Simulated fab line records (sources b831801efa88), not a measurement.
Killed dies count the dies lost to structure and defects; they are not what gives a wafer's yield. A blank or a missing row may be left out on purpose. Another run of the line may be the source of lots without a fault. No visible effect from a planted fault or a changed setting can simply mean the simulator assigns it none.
Which tool was responsible?	flow sky130	Sampling: 11 lots, 32 wafers, 5 of 708 route steps

WHAT THE GAUGES READ, wafer by wafer
No reading from a measuring or inspecting step in the record can be judged against a usual standard deviation.

WHICH TOOL RAN EACH LOT (tool, then ch and the chambers of the sampled wafers, then the start)
lot	SKY_VT_ADJUST_HVTR_STRIP_10	SKY_LDD_P_STRIP_10	SKY_POLY_CUT_ETCH_10	SKY_VIA4_CMP_21	SKY_PAD_OPEN_PROBE_99
L424	plasma_asher-02 ch 0,1, day 9 04:34	plasma_asher-03 ch 0,1, day 19 14:38	rie_diel-04 ch 0,1,2, day 24 21:58	cmp-02 ch 2,3, day 43 13:16	prober-02, day 46 11:54
L425	plasma_asher-01 ch 0,1, day 9 12:11	plasma_asher-03 ch 0,1, day 19 12:38	rie_diel-04 ch 0,1, day 24 17:56	cmp-02 ch 0,3, day 43 09:34	prober-02, day 46 06:54
L427	plasma_asher-02 ch 0,1, day 10 02:25	plasma_asher-02 ch 0, day 20 22:32	rie_diel-03 ch 0,3, day 26 01:28	cmp-01 ch 1,2,3, day 44 10:10	prober-02, day 47 05:07
L428	plasma_asher-01 ch 0,1, day 10 11:23	plasma_asher-03 ch 0,1, day 20 22:14	rie_diel-04 ch 2,3, day 26 01:35	cmp-02 ch 0,2,3, day 44 11:13	prober-01, day 47 06:14
L430	plasma_asher-01 ch 0,1, day 11 14:41	plasma_asher-03 ch 0,1, day 22 11:58	rie_diel-03 ch 2,3, day 27 10:50	cmp-02 ch 0,1,3, day 45 13:53	prober-01, day 48 07:16
L433	plasma_asher-01 ch 0,1, day 12 17:23	plasma_asher-02 ch 0,1, day 23 08:01	rie_diel-02 ch 0,1, day 28 07:05	cmp-01 ch 0,1,3, day 45 23:18	prober-02, day 48 15:58
L432	plasma_asher-04 ch 0,1, day 12 18:06	plasma_asher-02 ch 0,1, day 23 10:41	rie_diel-02 ch 1,3, day 28 10:09	cmp-01 ch 0,2, day 46 01:05	prober-01, day 48 16:53
L443	plasma_asher-04 ch 0,1, day 15 04:23	plasma_asher-02 ch 1, day 25 20:37	rie_diel-03 ch 0, day 30 18:55	cmp-02 ch 0,2, day 47 21:16	prober-01, day 50 07:04
L445	plasma_asher-02 ch 0,1, day 16 01:55	plasma_asher-04 ch 0,1, day 26 17:37	rie_diel-03 ch 0,1, day 31 13:59	cmp-02 ch 0,2,3, day 48 11:10	prober-01, day 50 19:10
L446	plasma_asher-02 ch 0,1, day 16 05:42	plasma_asher-04 ch 0,1, day 27 03:10	rie_diel-02 ch 0,1,3, day 31 21:37	cmp-01 ch 1,2,3, day 48 15:54	-
L447	plasma_asher-02 ch 1, day 16 09:25	plasma_asher-02 ch 0,1, day 27 00:58	rie_diel-03 ch 0,1,2, day 31 20:19	cmp-01 ch 0,3, day 48 15:00	-
- SKY_VT_ADJUST_HVTR_STRIP_10: strips in O2/N2.
- SKY_LDD_P_STRIP_10: strips in O2/N2.
- SKY_POLY_CUT_ETCH_10: etches BARC in N2/H2, stops on SiO2, time 45.9 s, target depth 60 nm.
- SKY_VIA4_CMP_21: polishes, stops on SiO2, t overpolish 25 s, target thk 0 nm.
- SKY_PAD_OPEN_PROBE_99

AS READ BY THE TOOLS THEMSELVES (means over the sampled wafers that have a number; for cases with no such wafer, the mark the record gives instead)
SKY_VT_ADJUST_HVTR_STRIP_10. Usual: drypump_motor_current_A 5.7 A, standard deviation 0.41; oes_product_au 0.715 a.u., standard deviation 0.0044; strip_time_to_endpoint_s 14.18 s, standard deviation 0.038.
lot	tool	drypump_motor_current_A (A)	oes_product_au (a.u.)	strip_time_to_endpoint_s (s)	flag
L424	plasma_asher-02	5.5	0.715	14.17	
L425	plasma_asher-01	5.8	0.715	14.20	
L427	plasma_asher-02	5.4	0.712	14.17	
L428	plasma_asher-01	5.8	0.718	14.19	
L430	plasma_asher-01	5.8	0.713	14.22	
L433	plasma_asher-01	5.8	0.717	14.19	
L432	plasma_asher-04	5.8	0.720	14.21	
L443	plasma_asher-04	6.0	0.716	14.16	
L445	plasma_asher-02	5.5	0.717	14.13	
L446	plasma_asher-02	5.5	0.717	14.16	
L447	plasma_asher-02	5.5	0.716	14.10	

SKY_LDD_P_STRIP_10. Usual: drypump_motor_current_A 5.7 A, standard deviation 0.42; oes_product_au 0.716 a.u., standard deviation 0.0046; strip_time_to_endpoint_s 14.18 s, standard deviation 0.041.
lot	tool	drypump_motor_current_A (A)	oes_product_au (a.u.)	strip_time_to_endpoint_s (s)	flag
L424	plasma_asher-03	5.9	0.714	14.19	
L425	plasma_asher-03	5.7	0.716	14.16	
L427	plasma_asher-02	5.4	0.716	14.19	
L428	plasma_asher-03	5.9	0.717	14.20	
L430	plasma_asher-03	5.7	0.716	14.14	
L433	plasma_asher-02	5.5	0.718	14.19	
L432	plasma_asher-02	5.4	0.715	14.19	
L443	plasma_asher-02	5.5	0.715	14.11	
L445	plasma_asher-04	5.8	0.717	14.18	
L446	plasma_asher-04	6.2	0.716	14.22	
L447	plasma_asher-02	5.4	0.713	14.15	

SKY_POLY_CUT_ETCH_10. Usual: drypump_motor_current_A 5.6 A, standard deviation 0.33; oes_product_au 0.855 a.u., standard deviation 0.0045; rf_fwd_power_W 495.0 W, standard deviation 2.1; throttle_valve_pct 13.226 %, standard deviation 0.0079.
lot	tool	drypump_motor_current_A (A)	oes_product_au (a.u.)	rf_fwd_power_W (W)	throttle_valve_pct (%)	flag
L424	rie_diel-04	5.6	0.855	495.0	13.219	
L425	rie_diel-04	5.7	0.852	496.4	13.230	
L427	rie_diel-03	5.8	0.853	494.0	13.223	
L428	rie_diel-04	5.8	0.852	496.4	13.224	
L430	rie_diel-03	5.9	0.854	495.3	13.228	
L433	rie_diel-02	5.7	0.859	492.9	13.232	
L432	rie_diel-02	5.5	0.855	496.3	13.230	
L443	rie_diel-03	5.6	0.853	492.6	13.226	
L445	rie_diel-03	5.8	0.852	495.6	13.226	
L446	rie_diel-02	5.5	0.855	497.3	13.225	
L447	rie_diel-03	5.5	0.854	494.5	13.231	

SKY_VIA4_CMP_21. Usual: motor_current_A 10.8 A, standard deviation 1.1; overpolish_run_s 24.999 s, standard deviation 0.0085; platen_rpm 60.00 rpm, standard deviation 0.043; time_to_endpoint_s 120 s, standard deviation 6.5.
lot	tool	motor_current_A (A)	overpolish_run_s (s)	platen_rpm (rpm)	time_to_endpoint_s (s)	flag
L424	cmp-02	11.4	25.004	60.01	123	
L425	cmp-02	10.5	24.998	60.01	132	
L427	cmp-01	11.6	24.996	60.00	116	
L428	cmp-02	10.7	24.999	60.04	124	
L430	cmp-02	10.2	25.004	59.99	124	
L433	cmp-01	11.0	24.999	60.00	120	
L432	cmp-01	10.6	25.000	60.01	116	
L443	cmp-02	10.7	12.526	59.89	152	OFF
L445	cmp-02	10.9	8.351	60.02	166	OFF
L446	cmp-01	11.9	25.004	59.99	122	
L447	cmp-01	10.7	25.004	60.04	115	

SKY_PAD_OPEN_PROBE_99. Usual: defect_limited_yield 82.5 %, standard deviation 2; killed_at_M0_to_M3 44, standard deviation 7.7; killed_at_M4_up 3.0, standard deviation 1.9; killed_at_contacts 25, standard deviation 5.6; killed_at_front_end 15, standard deviation 4.6; killed_at_other 0.3, standard deviation 0.47; killed_dies 86, standard deviation 9.9; killed_on_rim 17, standard deviation 3.6; killed_open 47, standard deviation 7.4; killed_short 39, standard deviation 5.9; sort_bin_3_pad_short 0.8 %, standard deviation 0.37; sort_bin_5_function 10.4 %, standard deviation 1.5; sort_bin_6_memory 6.3 %, standard deviation 1; sort_n_pass 406, standard deviation 9.9; sort_yield_pct 82.5 %, standard deviation 2.
lot	tool	defect_limited_yield (%)	killed_at_M0_to_M3	killed_at_M4_up	killed_at_contacts	killed_at_front_end	killed_at_other	killed_dies	killed_on_rim	killed_open	killed_short	sort_bin_3_pad_short (%)	sort_bin_5_function (%)	sort_bin_6_memory (%)	sort_n_pass	sort_yield_pct (%)	flag
L424	prober-02	82.0	47	2.3	26	12	0.7	88	13	48	40	1.2	10.6	6.2	404	82.0	
L425	prober-02	81.6	46	1.7	28	14	0.3	91	23	51	40	1.1	11.3	6.0	401	81.6	
L427	prober-02	80.8	46	5.0	29	14	0.0	94	21	53	41	1.0	11.3	6.8	398	80.8	
L428	prober-01	80.2	53	2.3	27	14	0.7	97	21	56	42	0.7	12.2	6.8	395	80.2	
L430	prober-01	81.3	51	3.0	24	13	0.7	92	15	47	45	0.5	11.9	6.3	400	81.3	
L433	prober-02	81.0	54	3.0	19	16	0.3	93	17	53	41	0.7	11.1	7.2	399	81.0	
L432	prober-01	82.8	43	2.3	22	17	0.3	84	20	52	32	0.7	10.3	6.2	408	82.8	
L443	prober-01	41.1	41	211.0	21	16	0.0	290	56	42	38	43.7	9.4	5.7	202	41.1	OFF
L445	prober-01	28.4	42	273.3	25	12	0.3	352	69	47	35	55.5	9.7	6.4	140	28.4	OFF

THE ANSWER, worked out from the rows above alone
Rule: lot off if the mean of its wafers having a number is beyond 3 standard deviations from the usual mean. Also off: a lot with no number at a reading for which 4 or more lots have one. The other lots that the step has rows for count as sound. After the gauges, taken in route order, come the tools' own readings; for these a lot's mean is taken, as printed above. At the first step where some lot is off, the reading lying furthest off is the one used; lots without a number count as furthest.
Off at SKY_VIA4_CMP_21 (overpolish_run_s): L443, L445.
If a tool, at that step or one of the process steps before it, ran each lot that is off and ran no sound lot following the first of them, it fits. One fits: SKY_VIA4_CMP_21 on cmp-02. A fault onset in the window from L430 (day 45 13:53, its last sound lot) to L443 (day 47 21:16, its first lot off) fits.
The tool's own readings at SKY_VIA4_CMP_21 bear it out: on the lots that are off they differ by more than 5 times the standard deviation of the sound lots' means. overpolish_run_s reads 10.439 s there against 25.001 s on the sound lots; time_to_endpoint_s reads 159 s there against 121 s on the sound lots.

WHAT THE SIMULATOR PUT IN
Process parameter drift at SKY_VIA4_CMP_21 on cmp-02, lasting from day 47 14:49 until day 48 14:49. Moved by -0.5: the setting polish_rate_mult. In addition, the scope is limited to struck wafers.
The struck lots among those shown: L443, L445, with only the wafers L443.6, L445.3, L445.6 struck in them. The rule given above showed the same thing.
